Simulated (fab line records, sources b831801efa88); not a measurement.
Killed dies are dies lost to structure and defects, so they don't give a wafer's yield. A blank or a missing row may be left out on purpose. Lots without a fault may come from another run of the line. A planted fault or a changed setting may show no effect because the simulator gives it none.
One fault seen from 2 desks | flow sky130 | each desk has only its own numbers; what lay behind them comes last

THE METROLOGY DESK
What the gauges read, lot by lot, whatever tool the lot ran on: means of the sampled wafers that have a number. A lot is out of limits, marked OUT, if its mean lies more than 4 standard deviations from the usual mean; the brackets give that distance.
Columns: A = METAL5_ALCU_RS at SKY_METAL5_RS_MEAS_05, usual 0.02712 ohm/sq
lot  | first seen here | A
L306 | day 43 01:20    | 0.02681
L307 | day 43 03:55    | 0.02716
L308 | day 43 06:33    | 0.02686
L309 | day 43 19:55    | 0.02697
L312 | day 44 12:40    | 0.02744
L317 | day 45 13:41    | 0.02717
L320 | day 46 08:08    | 0.02679
L325 | day 47 17:46    | 0.02703
L326 | day 47 21:59    | 0.02737
L328 | day 48 12:31    | 0.02728
L329 | day 48 15:04    | 0.02679
This desk's finding: nothing out of limits on any of the 11 lots.

THE TOOL OWNER'S DESK: cmp-01
The tool's own readings at SKY_VIA1_CMP_24 (polishes, stops on SiO2, t overpolish 15 s, target thk 0 nm): means of the sampled wafers that have a number, for each lot that ran on this tool. A lot is out of limits, marked OUT, if its mean lies more than 4 standard deviations from the usual mean; the brackets give that distance.
Columns: A = motor_current_A at SKY_VIA1_CMP_24, usual 11.0 A; B = overpolish_run_s at SKY_VIA1_CMP_24, usual 15.001 s; C = time_to_endpoint_s at SKY_VIA1_CMP_24, usual 65.8 s
lot  | first seen here | A    | B      | C
L307 | day 34 11:57    | 10.0 | 15.010 | 68.7
L309 | day 35 05:40    | 10.9 | 15.003 | 68.4
L312 | day 35 23:52    | 10.8 | 14.997 | 66.5
L317 | day 37 05:34    | 11.0 | 14.996 | 64.3
L329 | day 40 23:46    | 11.5 | 14.999 | 61.7
This desk's finding: nothing out of limits on any of the 5 lots.

PUT TOGETHER
The metrology desk saw nothing out of limits.
The tool owner's desk saw nothing out of limits.

WHAT THE SIMULATOR HAD PUT IN
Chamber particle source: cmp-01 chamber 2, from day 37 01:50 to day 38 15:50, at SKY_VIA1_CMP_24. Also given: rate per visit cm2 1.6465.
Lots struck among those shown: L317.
